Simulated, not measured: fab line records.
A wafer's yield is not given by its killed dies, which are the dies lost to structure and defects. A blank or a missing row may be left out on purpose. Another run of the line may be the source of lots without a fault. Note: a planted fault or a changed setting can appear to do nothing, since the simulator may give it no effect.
Struck lot and sound lot, side by side :: flow sky130 :: 15 out of 708 route steps
Sound: these wafers, L367.1, L367.2, L367.4. Wafers L378.4, L378.5, L378.6 were the ones struck. The cause is given at the end.
Order at every step that has rows: each side's tool, ch and its chambers, its first start. Under that, the readings that differ: sound wafers :: struck wafers :: difference of the means :: sigmas: that difference in standard deviations of wafers without a fault.
alike: readings whose means differ by less than 2 such deviations, and words and numbers that are the same on both sides. not compared: withheld readings, readings that some wafer has no value for, bounds like >300 that may hide the same value, and numbers for which the record gives no deviation and whose values overlap.
Wherever a step has rows on one side only, a row that says differs or no value, or a row with sigmas, the two part there. Numbers that have no deviation but don't overlap get no sigmas and don't part them. A reading missing from all wafers of one side parts the sides only when that side holds two or more wafers.

SKY_POLY_GATE_CD_MEAS_22:
  sound: cd sem-02 at day 16 12:47; struck: cd sem-01 at day 20 12:44
reading: cd nm (nm)
sound: 147.0 146.8 146.3
struck: 150.9 152.5 151.3
difference: +4.9
sigmas: +2
then, 7 steps without rows for these wafers: SKY_LDD_N_DEHYDRATE_00 (time 60 s); SKY_LDD_N_HMDS_01 (prime time 60 s); SKY_LDD_N_COAT_02 (resist thk 300 nm); SKY_LDD_N_SOFTBAKE_03 (time 60 s); SKY_LDD_N_EXPOSE_04 (exposes mask NTM, target cd 840 nm); SKY_LDD_N_PEB_05; SKY_LDD_N_DEVELOP_06 (develop time 60 s).
SKY_LDD_N_OVL_MEAS_07:
  sound: overlay-02 at day 17 17:41; struck: overlay-02 at day 21 19:16
reading: LDD_N_OVL (nm)
sound: -0.8 -1.9 -1.6
struck: 0.5 1.8 1.9
difference: +2.8
sigmas: +2
then, 3 steps without rows for these wafers: SKY_LDD_N_IMPLANT_08; SKY_LDD_N_IMPLANT_09; SKY_LDD_N_IMPLANT_10.
SKY_LDD_N_IMPLANT_11:
  sound on implanter-03 ch 0, day 17 18:11; struck on implanter-01 ch 0, day 21 19:48
reading: dose ions cm2
sound: 7.507e+13 7.496e+13 7.494e+13
struck: 6.41e+13 6.417e+13 6.405e+13
difference: -1.09e+13
sigmas: -99 or more

reading: faraday current uA
sound: 433 419 425
struck: 357 358 350
difference: -71
sigmas: -8
  alike: beam energy keV, end station pressure torr
following that, these wafers have no rows for 1 step: SKY_LDD_N_IMPLANT_12.
-- the record jumps here: 27 days lie between the struck wafers' starts before and after (it left off in module LDD_N and takes up again in module PAD_OPEN, whose first step shown is number 708 of the route) --
SKY_PAD_OPEN_PROBE_99:
  sound: prober-01 at day 45 18:53; struck: prober-02 at day 48 14:15
reading: model.etest.tip n.rs ohm sq
sound: 439.4 440.1 442.4
struck: 453.3 454.7 452.5
difference: +12.9
sigmas: 
  alike: killed_at_M0_to_M3, killed_at_M4_up, killed at contacts, killed at front end, killed at other, killed dies, killed open, killed short

== WHERE THEY PART ==
At SKY_POLY_GATE_CD_MEAS_22 first; at SKY_LDD_N_IMPLANT_11 last (within this record only). Later steps at which nothing parts them and some readings are alike: SKY_PAD_OPEN_PROBE_99.

WHY: what had been put in by the simulator
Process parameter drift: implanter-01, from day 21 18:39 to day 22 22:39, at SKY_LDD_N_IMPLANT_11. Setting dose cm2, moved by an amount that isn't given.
